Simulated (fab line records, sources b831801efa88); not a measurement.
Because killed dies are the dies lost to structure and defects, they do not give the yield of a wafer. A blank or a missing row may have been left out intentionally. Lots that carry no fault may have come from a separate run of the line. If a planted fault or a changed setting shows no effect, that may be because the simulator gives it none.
A lot that was struck, set against a sound lot + flow sky130 + 15 steps out of a route of 708
Sound: wafers L522.2, L522.5, L522.6. Struck: wafers L534.3, L534.6. (L534.2 of the same lot was not struck and is left out.) The cause comes at the end.
Order at every step that has rows: each side's tool, ch and its chambers, its first start. Under that, the readings that differ: sound wafers + struck wafers + difference of the means + sigmas: that difference in standard deviations of wafers without a fault.
alike: readings with means less than 2 such deviations apart, plus words and numbers identical on both sides. not compared: withheld readings, readings lacking a value on some wafer, bounds such as >300 that could conceal the same value, and numbers that have no deviation in the record and whose values overlap.
The two part at a step that has a row with sigmas, a row that says differs or no value, or rows on one side only. When numbers do not overlap yet have no deviation, they are printed without sigmas and do not part them. A reading missing from all wafers of one side parts the sides only when that side holds two or more wafers.

SKY_FIELD_ISO_THK_MEAS_04:
  sound on film-metro-02, day 1 13:29; struck on film-metro-02, day 4 02:09
  alike: FIELD_ISO_CVD_03_THK
then, 8 steps without rows for these wafers: SKY_FIELD_ISO_DEHYDRATE_05 (time 60 s); SKY_FIELD_ISO_HMDS_06 (prime time 60 s); SKY_FIELD_ISO_COAT_07 (resist thk 60 nm); SKY_FIELD_ISO_COAT_08 (resist thk 450 nm); SKY_FIELD_ISO_SOFTBAKE_09 (time 90 s); SKY_FIELD_ISO_EXPOSE_10 (exposes mask FOM, target cd 150 nm); SKY_FIELD_ISO_PEB_11; SKY_FIELD_ISO_DEVELOP_12 (develop time 60 s).
SKY_FIELD_ISO_CD_MEAS_13: the cd target is 150 nm.
  sound on cd-sem-02, day 2 04:43; struck on cd-sem-01, day 4 19:35
  alike: cd-nm
SKY_FIELD_ISO_ETCH_14: etches BARC in N2/H2, stops on SiO2, time 45.9 s, target depth 60 nm.
  sound on rie-diel-02 ch 2,3, day 2 04:49; struck on rie-diel-03 ch 1,3, day 4 19:41
  alike: drypump-motor-current-A, oes-product-au, throttle-valve-pct
  not compared: rf-hours-counter-h
SKY_FIELD_ISO_ETCH_15: etches the open film in CHF3/O2, stops on Si, target depth 180 nm, time 72 s.
  sound on rie-diel-02 ch 2,3, day 2 04:51; struck on rie-diel-03 ch 1,3, day 4 19:44
  alike: drypump-motor-current-A, oes-product-au, throttle-valve-pct
  not compared: rf-hours-counter-h
SKY_FIELD_ISO_STRIP_16: strips in O2/N2.
  sound on plasma-asher-01 ch 0,1, day 2 04:55; struck on plasma-asher-03 ch 0, day 4 19:47
| reading          | sound       | struck  | difference | sigmas |
|------------------|-------------|---------|------------|--------|
| overash-fraction | 0.5 0.5 0.5 | 0.7 0.7 | +0.2       |        |
  alike: drypump-motor-current-A, o2-flow-sccm, oes-product-au, strip-time-to-endpoint-s
  not compared: rf-hours-counter-h
SKY_FIELD_ISO_ETCH_17: etches Si in HBr/Cl2/O2, target depth 342 nm, time 97.7 s.
  sound on rie-si-01 ch 1,2,3, day 2 05:01; struck on rie-si-02 ch 1,3, day 4 19:53
| reading                     | sound       | struck  | difference | sigmas |
|-----------------------------|-------------|---------|------------|--------|
| drypump-motor-current-A (A) | 5.3 5.0 5.1 | 6.7 6.0 | +1.2       | +2     |
  alike: oes-product-au, throttle-valve-pct
  not compared: rf-hours-counter-h
-- a jump in the record: the struck wafers' starts before and after are 44 days apart (it breaks off in module FIELD_ISO and resumes in module PAD_OPEN, where the first step shown is number 708 of the route) --
SKY_PAD_OPEN_PROBE_99:
  sound on prober-01, day 45 08:01; struck on prober-01, day 48 16:10
| reading         | sound | struck | difference | sigmas |
|-----------------|-------|--------|------------|--------|
| killed-at-other | 3 0 1 | 0 0    | -1         | -2     |
  alike: killed_at_M0_to_M3, killed_at_M4_up, killed-at-contacts, killed-at-front-end, killed-dies, killed-on-rim, killed-open, killed-short

WHERE THEY PART
At SKY_FIELD_ISO_ETCH_17 first; at SKY_PAD_OPEN_PROBE_99 last (within this record only).

WHY: what the simulator had put in
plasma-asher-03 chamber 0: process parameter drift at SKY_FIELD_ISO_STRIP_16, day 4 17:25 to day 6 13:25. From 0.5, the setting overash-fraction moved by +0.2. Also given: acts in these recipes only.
